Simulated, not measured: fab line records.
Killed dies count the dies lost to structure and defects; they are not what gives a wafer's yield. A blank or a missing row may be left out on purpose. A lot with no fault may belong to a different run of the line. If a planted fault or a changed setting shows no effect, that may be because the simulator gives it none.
Which tool did it? | flow gf180mcu | Sampling: 11 lots, 33 wafers, 5 of 602 route steps

== WHAT THE GAUGES READ, wafer by wafer ==
GF_V4_THK_MEAS_03.
lot  | measured     | on            | V4_CVD_02_THK (nm)
L245 | day 24 18:14 | film_metro-02 | 864 850 842
L246 | day 25 08:35 | film_metro-02 | 841 857 851
L247 | day 25 13:51 | film_metro-04 | 846 851 851
L248 | day 26 08:53 | film_metro-01 | 839 840 849
L249 | day 26 09:31 | film_metro-04 | 847 869 857
L252 | day 27 12:57 | film_metro-01 | 855 859 848
L256 | day 28 20:32 | film_metro-02 | 786 836 805
L261 | day 29 18:40 | film_metro-02 | 800 840 821
L262 | day 30 00:41 | film_metro-02 | 832 860 847
L263 | day 30 05:44 | film_metro-04 | 843 838 846
L264 | day 30 08:48 | film_metro-04 | 843 854 854

GF_V4_OVL_MEAS_15.
lot  | measured     | on         | V4_OVL (nm)
L245 | day 25 16:07 | overlay-01 | 5 -5 7
L246 | day 26 06:09 | overlay-01 | -11 -17 2
L247 | day 26 10:45 | overlay-02 | 12 -5 1
L248 | day 27 05:37 | overlay-01 | -4 2 -14
L249 | day 27 05:44 | overlay-02 | 4 2 2
L252 | day 28 09:18 | overlay-02 | -11 -3 -2
L256 | day 29 16:15 | overlay-01 | 2 2 3
L261 | day 30 13:47 | overlay-01 | 2 7 5
L262 | day 30 18:59 | overlay-02 | 11 4 11
L263 | day 31 00:02 | overlay-02 | 8 3 3
L264 | day 31 03:10 | overlay-01 | -8 0 2

== WHICH TOOL RAN EACH LOT (tool, then ch and the chambers of the sampled wafers, then the start) ==
lot  | GF_M4_METAL_ETCH_16               | GF_V4_CVD_02                    | GF_V4_CMP_04
L245 | rie_metal-03 ch 0,1, day 24 17:23 | pecvd-01 ch 0,1,2, day 24 18:10 | cmp-01 ch 0,1,2, day 24 18:22
L246 | rie_metal-03 ch 0,1, day 25 07:43 | pecvd-02 ch 1,2, day 25 08:29   | cmp-02 ch 1,2,3, day 25 08:37
L247 | rie_metal-03 ch 0,1, day 25 12:59 | pecvd-03 ch 1,2, day 25 13:47   | cmp-02 ch 0,1,2, day 25 13:55
L248 | rie_metal-04 ch 0,1, day 26 07:59 | pecvd-03 ch 0,2, day 26 08:49   | cmp-02 ch 0,1,3, day 26 08:56
L249 | rie_metal-03 ch 0,1, day 26 08:38 | pecvd-01 ch 0,1,2, day 26 09:26 | cmp-01 ch 1,2,3, day 26 09:43
L252 | rie_metal-03 ch 1, day 27 11:55   | pecvd-01 ch 0,1,2, day 27 12:53 | cmp-01 ch 1,3, day 27 13:01
L256 | rie_metal-04 ch 0,1, day 28 19:38 | pecvd-01 ch 0,1, day 28 20:28   | cmp-02 ch 0,1,3, day 28 20:35
L261 | rie_metal-03 ch 0,1, day 29 17:47 | pecvd-01 ch 1,2, day 29 18:36   | cmp-02 ch 0,1,3, day 29 18:44
L262 | rie_metal-04 ch 0, day 29 23:46   | pecvd-02 ch 0,2, day 30 00:37   | cmp-02 ch 0,3, day 30 00:47
L263 | rie_metal-04 ch 1, day 30 04:52   | pecvd-03 ch 1,2, day 30 05:40   | cmp-02 ch 1,2, day 30 05:50
L264 | rie_metal-01 ch 0,1, day 30 07:53 | pecvd-03 ch 0,2, day 30 08:43   | cmp-02 ch 2,3, day 30 08:53
- GF_M4_METAL_ETCH_16: etches the open film in Cl2/BCl3, stops on SiO2, target depth 750.8 nm, time 125.1 s.
- GF_V4_CVD_02: deposits SiO2 from TEOS, target thk 850 nm, time 94.851 s.
- GF_V4_CMP_04: polishes SiO2.

== AS READ BY THE TOOLS THEMSELVES (means over the sampled wafers that have a number; for cases with no such wafer, the mark the record gives instead) ==
GF_M4_METAL_ETCH_16.
lot  | tool         | chamber_pressure_mTorr (mTorr) | drypump_motor_current_A (A) | oes_product_au (a.u.) | throttle_valve_pct (%)
L245 | rie_metal-03 | 8.002                          | 5.8                         | 0.986                 | 28.224
L246 | rie_metal-03 | 8.003                          | 5.7                         | 0.989                 | 28.239
L247 | rie_metal-03 | 8.002                          | 5.7                         | 0.987                 | 28.227
L248 | rie_metal-04 | 8.004                          | 5.2                         | 0.982                 | 28.251
L249 | rie_metal-03 | 8.007                          | 5.7                         | 0.987                 | 28.231
L252 | rie_metal-03 | 8.001                          | 5.5                         | 0.983                 | 28.236
L256 | rie_metal-04 | 7.994                          | 5.9                         | 0.994                 | 28.236
L261 | rie_metal-03 | 7.993                          | 5.9                         | 0.988                 | 28.218
L262 | rie_metal-04 | 8.002                          | 6.6                         | 0.996                 | 28.231
L263 | rie_metal-04 | 8.001                          | 4.6                         | 0.968                 | 28.243
L264 | rie_metal-01 | 7.998                          | 5.6                         | 0.991                 | 28.211

GF_V4_CVD_02.
lot  | tool     | heater_power_w (W)
L245 | pecvd-01 | 636
L246 | pecvd-02 | 585
L247 | pecvd-03 | 634
L248 | pecvd-03 | 746
L249 | pecvd-01 | 586
L252 | pecvd-01 | 585
L256 | pecvd-01 | 633
L261 | pecvd-01 | 614
L262 | pecvd-02 | 760
L263 | pecvd-03 | 657
L264 | pecvd-03 | 726

GF_V4_CMP_04.
lot  | tool   | motor_current_A (A) | time_to_endpoint_s (s)
L245 | cmp-01 | 13.6                | 88
L246 | cmp-02 | 12.3                | 78
L247 | cmp-02 | 11.8                | 81
L248 | cmp-02 | 13.0                | 80
L249 | cmp-01 | 11.9                | 76
L252 | cmp-01 | 11.4                | 82
L256 | cmp-02 | 12.9                | 65
L261 | cmp-02 | 12.8                | 68
L262 | cmp-02 | 13.8                | 77
L263 | cmp-02 | 11.6                | 77
L264 | cmp-02 | 11.8                | 77

== THE ANSWER, worked out from the rows above alone ==
Rule: usual is defined by the lots themselves. The widest of any qualifying gaps counts: lots, ordered by their means at a reading, are off when they make up no more than a third of the lots, leave a main group of 4 or more, and stand apart from it by 3 or more times the standard deviation of that group's means. The tables above print the reading to a certain number of digits; a main group whose means all agree to those digits is not used. Also off: a lot with no number at a reading for which 4 or more lots have one. Any other lot the step has rows for is counted as sound. Order of review: gauges by route order, followed by the tools' own readings, for which a lot's mean as printed above is used. The first step at which some lot is off is used, and at that step the reading that is off furthest; a lot without a number counts as furthest.
Off: L256, L261, seen at GF_V4_THK_MEAS_03 (V4_CVD_02_THK). Main group: mean 849 nm, sd 4.7.
A tool fits if, at a process step before that reading, it ran every lot that is off, and no sound lot after the first of them. The gauges at GF_V4_THK_MEAS_03 are tried like those tools. One fits: pecvd-01 at GF_V4_CVD_02. Its last sound lot is L252 (day 27 12:53), its first lot that is off L256 (day 28 20:28): a fault that began between those two fits.

== WHAT THE SIMULATOR HAD PUT IN ==
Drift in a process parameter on pecvd-01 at GF_V4_CVD_02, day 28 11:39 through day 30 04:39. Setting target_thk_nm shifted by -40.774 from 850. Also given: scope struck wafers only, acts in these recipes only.
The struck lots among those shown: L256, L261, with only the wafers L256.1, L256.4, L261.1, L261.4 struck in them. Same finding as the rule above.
